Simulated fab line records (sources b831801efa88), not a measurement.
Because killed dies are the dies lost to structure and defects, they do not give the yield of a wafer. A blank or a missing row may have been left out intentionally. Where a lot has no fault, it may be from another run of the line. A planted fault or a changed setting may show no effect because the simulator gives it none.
A sampling plan put to the test ; flow gf180mcu ; one fab line, 49 faults that these records tell of, each judged on the records of the lots that it struck
Plan = the line's own looks (route steps where a gauge or an inspection reads the wafer without altering it). A look can be judged if struck wafers have a number there and the file gives its usual mean and standard deviation on fault-free wafers. Caught: at a look after the fault's first step, the mean of the struck wafers lies 4 or more of those standard deviations (sigma) from the usual mean. On the tool: the same test on the tool's own readings at the fault's steps. If the struck wafers alone have a blank record, or they carry another recipe, that too counts as caught.

== THE FAULTS, as the simulator had put them in ==
1. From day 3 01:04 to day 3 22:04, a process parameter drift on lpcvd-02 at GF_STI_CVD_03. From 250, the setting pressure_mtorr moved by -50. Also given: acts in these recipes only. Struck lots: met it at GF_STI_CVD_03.
2. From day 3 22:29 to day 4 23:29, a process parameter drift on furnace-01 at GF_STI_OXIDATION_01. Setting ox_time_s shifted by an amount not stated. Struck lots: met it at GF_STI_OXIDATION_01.
3. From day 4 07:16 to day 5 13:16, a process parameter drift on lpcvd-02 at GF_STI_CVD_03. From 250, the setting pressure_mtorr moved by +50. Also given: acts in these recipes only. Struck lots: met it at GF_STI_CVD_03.
4. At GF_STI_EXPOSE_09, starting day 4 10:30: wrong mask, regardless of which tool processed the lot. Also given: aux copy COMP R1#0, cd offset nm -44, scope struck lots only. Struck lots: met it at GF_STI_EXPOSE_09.
5. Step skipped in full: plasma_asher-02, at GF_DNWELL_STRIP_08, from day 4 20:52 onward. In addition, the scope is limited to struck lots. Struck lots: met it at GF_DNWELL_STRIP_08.
6. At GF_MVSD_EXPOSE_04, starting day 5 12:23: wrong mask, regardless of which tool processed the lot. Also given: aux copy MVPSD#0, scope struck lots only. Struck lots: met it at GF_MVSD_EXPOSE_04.
7. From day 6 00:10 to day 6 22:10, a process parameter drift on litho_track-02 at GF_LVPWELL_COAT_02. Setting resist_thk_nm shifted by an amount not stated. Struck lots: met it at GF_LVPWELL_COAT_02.
8. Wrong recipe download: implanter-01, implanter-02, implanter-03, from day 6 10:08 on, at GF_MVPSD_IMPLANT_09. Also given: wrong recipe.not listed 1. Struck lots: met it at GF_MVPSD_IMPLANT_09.
9. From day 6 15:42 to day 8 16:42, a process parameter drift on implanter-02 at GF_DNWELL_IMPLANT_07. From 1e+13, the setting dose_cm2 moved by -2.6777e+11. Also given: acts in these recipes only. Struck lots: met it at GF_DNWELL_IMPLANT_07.
10. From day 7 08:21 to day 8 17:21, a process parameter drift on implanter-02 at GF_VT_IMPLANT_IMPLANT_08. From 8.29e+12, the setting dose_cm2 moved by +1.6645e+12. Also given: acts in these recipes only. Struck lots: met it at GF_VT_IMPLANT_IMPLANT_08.
11. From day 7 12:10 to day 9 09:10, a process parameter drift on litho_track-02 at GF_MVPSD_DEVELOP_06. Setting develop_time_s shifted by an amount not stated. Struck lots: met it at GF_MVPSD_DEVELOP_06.
12. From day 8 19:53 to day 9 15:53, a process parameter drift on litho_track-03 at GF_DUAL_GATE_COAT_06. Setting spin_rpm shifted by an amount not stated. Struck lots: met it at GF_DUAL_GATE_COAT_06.
13. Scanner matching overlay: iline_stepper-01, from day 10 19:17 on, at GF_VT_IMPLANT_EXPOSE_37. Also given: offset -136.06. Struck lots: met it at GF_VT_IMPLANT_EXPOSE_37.
14. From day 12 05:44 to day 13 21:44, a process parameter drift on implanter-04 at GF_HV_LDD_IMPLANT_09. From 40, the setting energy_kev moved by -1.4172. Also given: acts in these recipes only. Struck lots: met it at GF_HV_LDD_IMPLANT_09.
15. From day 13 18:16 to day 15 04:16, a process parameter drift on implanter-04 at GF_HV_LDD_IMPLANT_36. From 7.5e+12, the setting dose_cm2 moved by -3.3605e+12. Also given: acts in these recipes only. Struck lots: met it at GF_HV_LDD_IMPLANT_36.
16. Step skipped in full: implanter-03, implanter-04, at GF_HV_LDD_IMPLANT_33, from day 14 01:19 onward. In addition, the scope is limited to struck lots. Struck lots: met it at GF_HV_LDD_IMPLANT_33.
17. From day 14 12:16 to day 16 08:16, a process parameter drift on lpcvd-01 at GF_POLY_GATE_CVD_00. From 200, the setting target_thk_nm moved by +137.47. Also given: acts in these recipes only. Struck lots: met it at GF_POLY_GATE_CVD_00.
18. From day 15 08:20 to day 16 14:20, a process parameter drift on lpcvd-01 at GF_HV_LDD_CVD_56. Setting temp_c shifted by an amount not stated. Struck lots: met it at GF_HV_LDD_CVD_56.
19. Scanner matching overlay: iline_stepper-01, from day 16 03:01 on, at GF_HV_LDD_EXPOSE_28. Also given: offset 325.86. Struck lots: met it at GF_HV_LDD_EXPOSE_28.
20. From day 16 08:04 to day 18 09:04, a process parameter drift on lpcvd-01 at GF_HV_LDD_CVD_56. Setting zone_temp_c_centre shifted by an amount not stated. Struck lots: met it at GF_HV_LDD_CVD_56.
21. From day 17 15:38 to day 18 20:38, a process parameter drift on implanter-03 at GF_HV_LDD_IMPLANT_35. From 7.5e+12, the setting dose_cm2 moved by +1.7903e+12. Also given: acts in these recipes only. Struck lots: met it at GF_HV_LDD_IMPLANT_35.
22. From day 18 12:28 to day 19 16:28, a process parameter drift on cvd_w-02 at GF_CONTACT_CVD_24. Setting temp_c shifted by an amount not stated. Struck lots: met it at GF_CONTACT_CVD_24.
23. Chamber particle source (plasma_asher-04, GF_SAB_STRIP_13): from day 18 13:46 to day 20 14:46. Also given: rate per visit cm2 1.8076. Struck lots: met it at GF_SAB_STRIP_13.
24. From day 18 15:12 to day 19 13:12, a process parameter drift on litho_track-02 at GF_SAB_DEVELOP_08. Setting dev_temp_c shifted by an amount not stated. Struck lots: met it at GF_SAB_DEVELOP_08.
25. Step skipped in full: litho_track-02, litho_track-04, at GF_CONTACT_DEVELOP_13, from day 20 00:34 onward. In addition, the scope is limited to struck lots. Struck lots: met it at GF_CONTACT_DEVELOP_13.
26. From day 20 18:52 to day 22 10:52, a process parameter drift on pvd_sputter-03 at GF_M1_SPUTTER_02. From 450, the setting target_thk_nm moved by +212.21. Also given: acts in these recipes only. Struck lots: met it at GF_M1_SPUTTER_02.
27. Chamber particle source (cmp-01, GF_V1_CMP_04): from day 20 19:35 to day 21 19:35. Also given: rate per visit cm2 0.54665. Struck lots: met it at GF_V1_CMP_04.
28. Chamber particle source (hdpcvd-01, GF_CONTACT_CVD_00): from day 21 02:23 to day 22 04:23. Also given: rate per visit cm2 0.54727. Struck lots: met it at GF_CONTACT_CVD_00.
29. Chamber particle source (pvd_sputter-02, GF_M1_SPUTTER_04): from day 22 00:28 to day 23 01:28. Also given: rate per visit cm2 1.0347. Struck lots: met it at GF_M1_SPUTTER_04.
30. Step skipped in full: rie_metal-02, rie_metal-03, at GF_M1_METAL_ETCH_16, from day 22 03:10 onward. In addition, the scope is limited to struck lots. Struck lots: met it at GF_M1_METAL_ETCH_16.
31. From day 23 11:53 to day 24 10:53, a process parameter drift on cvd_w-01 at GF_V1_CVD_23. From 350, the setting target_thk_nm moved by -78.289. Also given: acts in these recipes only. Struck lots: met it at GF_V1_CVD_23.
32. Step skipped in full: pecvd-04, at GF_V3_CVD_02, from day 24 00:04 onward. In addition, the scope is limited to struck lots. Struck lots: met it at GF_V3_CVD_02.
33. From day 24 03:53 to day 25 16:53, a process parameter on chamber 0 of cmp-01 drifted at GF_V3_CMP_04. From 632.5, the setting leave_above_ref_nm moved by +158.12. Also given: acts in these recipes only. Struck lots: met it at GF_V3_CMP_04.
34. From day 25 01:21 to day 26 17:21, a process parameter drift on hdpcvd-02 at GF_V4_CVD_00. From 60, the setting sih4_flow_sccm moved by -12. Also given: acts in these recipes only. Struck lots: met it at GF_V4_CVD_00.
35. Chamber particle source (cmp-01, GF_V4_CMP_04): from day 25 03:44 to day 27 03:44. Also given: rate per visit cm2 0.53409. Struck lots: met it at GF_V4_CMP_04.
36. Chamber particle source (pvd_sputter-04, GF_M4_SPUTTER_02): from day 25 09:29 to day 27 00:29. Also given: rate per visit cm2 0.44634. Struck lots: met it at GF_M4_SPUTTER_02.
37. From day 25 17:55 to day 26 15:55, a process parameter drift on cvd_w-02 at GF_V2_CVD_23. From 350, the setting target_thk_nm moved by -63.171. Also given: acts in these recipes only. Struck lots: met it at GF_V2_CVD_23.
38. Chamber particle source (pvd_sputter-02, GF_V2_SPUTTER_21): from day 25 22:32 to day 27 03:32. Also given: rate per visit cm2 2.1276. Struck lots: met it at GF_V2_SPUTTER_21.
39. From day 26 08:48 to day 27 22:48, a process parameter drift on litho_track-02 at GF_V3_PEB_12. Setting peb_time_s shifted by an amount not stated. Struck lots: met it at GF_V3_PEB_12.
40. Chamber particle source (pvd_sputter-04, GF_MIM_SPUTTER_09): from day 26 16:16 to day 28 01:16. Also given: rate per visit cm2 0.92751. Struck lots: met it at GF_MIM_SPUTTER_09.
41. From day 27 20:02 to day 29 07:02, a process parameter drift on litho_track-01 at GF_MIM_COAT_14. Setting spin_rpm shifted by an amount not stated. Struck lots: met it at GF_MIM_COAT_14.
42. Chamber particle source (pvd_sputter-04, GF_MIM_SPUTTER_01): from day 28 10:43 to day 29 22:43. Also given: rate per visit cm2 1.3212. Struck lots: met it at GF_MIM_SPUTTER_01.
43. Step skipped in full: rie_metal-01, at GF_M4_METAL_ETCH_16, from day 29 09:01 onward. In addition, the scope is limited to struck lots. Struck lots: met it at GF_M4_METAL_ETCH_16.
44. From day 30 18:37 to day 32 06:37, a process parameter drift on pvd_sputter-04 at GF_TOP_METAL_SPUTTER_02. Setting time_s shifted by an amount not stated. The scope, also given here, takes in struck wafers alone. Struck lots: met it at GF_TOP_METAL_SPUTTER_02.
45. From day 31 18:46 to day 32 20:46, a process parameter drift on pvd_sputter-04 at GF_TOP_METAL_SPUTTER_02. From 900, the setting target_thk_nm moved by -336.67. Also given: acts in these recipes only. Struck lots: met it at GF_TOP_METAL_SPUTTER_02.
46. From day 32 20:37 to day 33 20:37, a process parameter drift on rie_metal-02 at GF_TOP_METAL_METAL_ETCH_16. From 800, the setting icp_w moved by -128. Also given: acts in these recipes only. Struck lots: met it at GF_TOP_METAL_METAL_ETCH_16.
47. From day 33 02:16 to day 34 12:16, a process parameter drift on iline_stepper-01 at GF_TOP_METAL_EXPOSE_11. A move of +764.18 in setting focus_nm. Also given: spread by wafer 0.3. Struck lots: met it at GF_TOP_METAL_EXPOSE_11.
48. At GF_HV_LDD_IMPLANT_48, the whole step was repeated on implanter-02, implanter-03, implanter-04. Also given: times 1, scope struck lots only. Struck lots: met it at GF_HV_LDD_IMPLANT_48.
49. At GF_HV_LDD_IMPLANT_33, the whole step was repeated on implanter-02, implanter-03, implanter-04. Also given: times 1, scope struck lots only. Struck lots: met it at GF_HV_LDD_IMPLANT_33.

== WHAT THE PLAN SAW ==
fault;on the tool itself;first look that catches it;reading, sigma;median hours from its first step to that look;hours from the fault's start to the first struck lot there;judged looks passed uncaught
1;pressure_mtorr -99 or beyond sigma;GF_STI_THK_MEAS_04;STI_CVD_03_THK -6.5;2.0;4;0
2;under 2 sigma;GF_STI_THK_MEAS_02;STI_OXIDATION_THK -6.3;1.4;6;0
3;pressure_mtorr +99 or beyond sigma;GF_STI_THK_MEAS_04;STI_CVD_03_THK +6.0;2.0;5;0
4;no reading that can be judged;GF_STI_CD_MEAS_12;cd_nm -36;7.1;9;0
5;the tool's record is blank for the struck wafers;GF_NWELL_TW_MEAS_11;NWELL_TW -99 or beyond;14.7;18;0
6;under 2 sigma;GF_MVSD_TW_MEAS_11;MVSD_TW -99 or beyond;7.4;10;0
7;under 2 sigma;not the one look that can be judged after it;-;-;-;1
8;no reading that can be judged;GF_MVPSD_TW_MEAS_11;MVPSD_TW +22;0.2;2;0
9;dose_ions_cm2 -22 sigma;no look after it can be judged;-;-;-;0
10;dose_ions_cm2 +99 or beyond sigma;GF_VT_IMPLANT_TW_MEAS_10;VT_IMPLANT_TW +9.5;0.2;9;0
11;no reading that can be judged;no look after it can be judged;-;-;-;0
12;spin_speed_rpm -99 or beyond sigma;none of the 2 looks that can be judged after it;-;-;-;2
13;under 2 sigma;GF_VT_IMPLANT_OVL_MEAS_40;VT_IMPLANT_03_OVL -96;9.6;21;0
14;beam_energy_keV -99 or beyond sigma;no look after it can be judged;-;-;-;0
15;dose_ions_cm2 -99 or beyond sigma;GF_HV_LDD_TW_MEAS_38;HV_LDD_3_TW -5.9;0.2;10;0
16;the tool's record is blank for the struck wafers;GF_HV_LDD_TW_MEAS_38;HV_LDD_3_TW -13;0.7;3;0
17;under 2 sigma;GF_POLY_GATE_THK_MEAS_01;POLY_GATE_CVD_00_THK +64;1.3;7;0
18;susceptor_temp_C -45 sigma;GF_HV_LDD_THK_MEAS_57;HV_LDD_CVD_56_THK -30;1.4;7;0
19;under 2 sigma;GF_HV_LDD_OVL_MEAS_32;HV_LDD_02_OVL +99 or beyond;10.9;23;0
20;spike_tc_centre_C -15 sigma;GF_HV_LDD_THK_MEAS_57;HV_LDD_CVD_56_THK -5.4;1.8;14;0
21;dose_ions_cm2 +99 or beyond sigma;GF_HV_LDD_TW_MEAS_38;HV_LDD_3_TW +4.0;0.4;2;0
22;susceptor_temp_C -81 sigma;GF_CONTACT_RS_MEAS_25;CONTACT_W_RS +39;0.1;8;0
23;under 2 sigma;none of the 2 looks that can be judged after it;-;-;-;2
24;developer_temp_C -6.6 sigma;not the one look that can be judged after it;-;-;-;1
25;no reading that can be judged;no look after it can be judged;-;-;-;0
26;under 2 sigma;GF_M1_RS_MEAS_05;M1_ALCU_RS -26;0.1;5;0
27;under 2 sigma;not the one look that can be judged after it;-;-;-;1
28;no reading that can be judged;not the one look that can be judged after it;-;-;-;1
29;under 2 sigma;not the one look that can be judged after it;-;-;-;1
30;the tool's record is blank for the struck wafers;no look after it can be judged;-;-;-;0
31;under 2 sigma;GF_V1_RS_MEAS_24;V1_W_RS +31;0.1;4;0
32;the tool's record is blank for the struck wafers;not the one look that can be judged after it;strongest: V3_BOW at GF_V3_BOW_MEAS_05, -2.5;-;-;1
33;time_to_endpoint_s -10 sigma;not the one look that can be judged after it;-;-;-;1
34;sih4_flow_sccm -74 sigma;GF_V4_THK_MEAS_01;V4_CVD_00_THK -23;0.1;17;0
35;under 2 sigma;not the one look that can be judged after it;-;-;-;1
36;under 2 sigma;not the one look that can be judged after it;-;-;-;1
37;under 2 sigma;GF_V2_RS_MEAS_24;V2_W_RS +20;0.1;3;0
38;under 2 sigma;none of the 2 looks that can be judged after it;-;-;-;2
39;heater_power_total_W +56 sigma;not the one look that can be judged after it;strongest: cd_nm at GF_V3_CD_MEAS_14, -3.3;-;-;1
40;under 2 sigma;not the one look that can be judged after it;-;-;-;1
41;spin_speed_rpm +99 or beyond sigma;no look after it can be judged;-;-;-;0
42;under 2 sigma;no look after it can be judged;-;-;-;0
43;the tool's record is blank for the struck wafers;no look after it can be judged;-;-;-;0
44;under 2 sigma;GF_TOP_METAL_RS_MEAS_05;TOP_METAL_ALCU_RS +81;0.1;2;0
45;under 2 sigma;GF_TOP_METAL_RS_MEAS_05;TOP_METAL_ALCU_RS +56;0.1;3;0
46;rf_fwd_power_W -55 sigma;no look after it can be judged;-;-;-;0
47;exposure_dose_mJ_cm2 -91 sigma;GF_TOP_METAL_CD_MEAS_14;cd_nm -16;7.3;33;0
48;no reading that can be judged;GF_HV_LDD_TW_MEAS_50;HV_LDD_4_TW +41;0.7;-;0
49;no reading that can be judged;GF_HV_LDD_TW_MEAS_38;HV_LDD_3_TW +11;1.0;-;0
A dash: this means the fault isn't caught or the number doesn't appear in these records.

Caught at a look: 26 of 49. Caught on the tool: 23 of 49. By one or the other: 37 of 49.
Faults caught by the tool alone: 9, 12, 14, 24, 30, 32, 33, 39, 41, 43, 46.
Caught at a look alone: faults 2, 4, 6, 8, 13, 17, 19, 26, 31, 37, 44, 45, 48, 49.
Caught by neither: faults 7, 11, 23, 25, 27, 28, 29, 35, 36, 38, 40, 42.

== THINNER SAMPLING ==
If the look that catches a fault measured only every second or every third lot, by lot number, the first struck lot would be measured this late in the worst case:
fault;struck lots at that look, in order of time;every lot;every second lot;every third lot
1;L506, L508;4 h;may miss all 2;may miss all 2
2;L319, L320;6 h;11 h;may miss all 2
3;L531, L533;5 h;may miss all 2;may miss all 2
4;L270;9 h;may miss it;may miss it
5;L147, L148;18 h;23 h;may miss all 2
6;L822;10 h;may miss it;may miss it
8;L881, L882, L883, L884;2 h;10 h;15 h
10;L534, L535;9 h;15 h;may miss all 2
13;L980, L981, L982, L983;21 h;27 h;36 h
15;L535, L536;10 h;22 h;may miss all 2
16;L567, L568, L569;3 h;15 h;20 h
17;L228, L229;7 h;22 h;may miss all 2
18;L869, L870;7 h;14 h;may miss all 2
19;L611, L612, L617;23 h;34 h;may miss all 3
20;L982, L983;14 h;21 h;may miss all 2
21;L463, L465, L466;2 h;23 h;may miss all 3
22;L497, L498;8 h;13 h;may miss all 2
26;L667, L668;5 h;13 h;may miss all 2
31;L726, L728;4 h;may miss all 2;may miss all 2
34;L477, L480;17 h;37 h;may miss all 2
37;L845, L847;3 h;may miss all 2;may miss all 2
44;L693, L696;2 h;21 h;may miss all 2
45;L451, L452;3 h;10 h;may miss all 2
47;L366;33 h;may miss it;may miss it
The hour figures run from when the fault began to the first measured lot among those it struck. Since the struck wafers were tested as one group against 4 sigma, a single lot by itself may lie under the limit. Other struck lots may not be in these records.

== THE LONGEST TIMED WAY FROM STEP TO LOOK ==
For fault 5, GF_DNWELL_STRIP_08 and GF_NWELL_TW_MEAS_11 are separated by a median of 14.7 hours. No look between them can be judged.
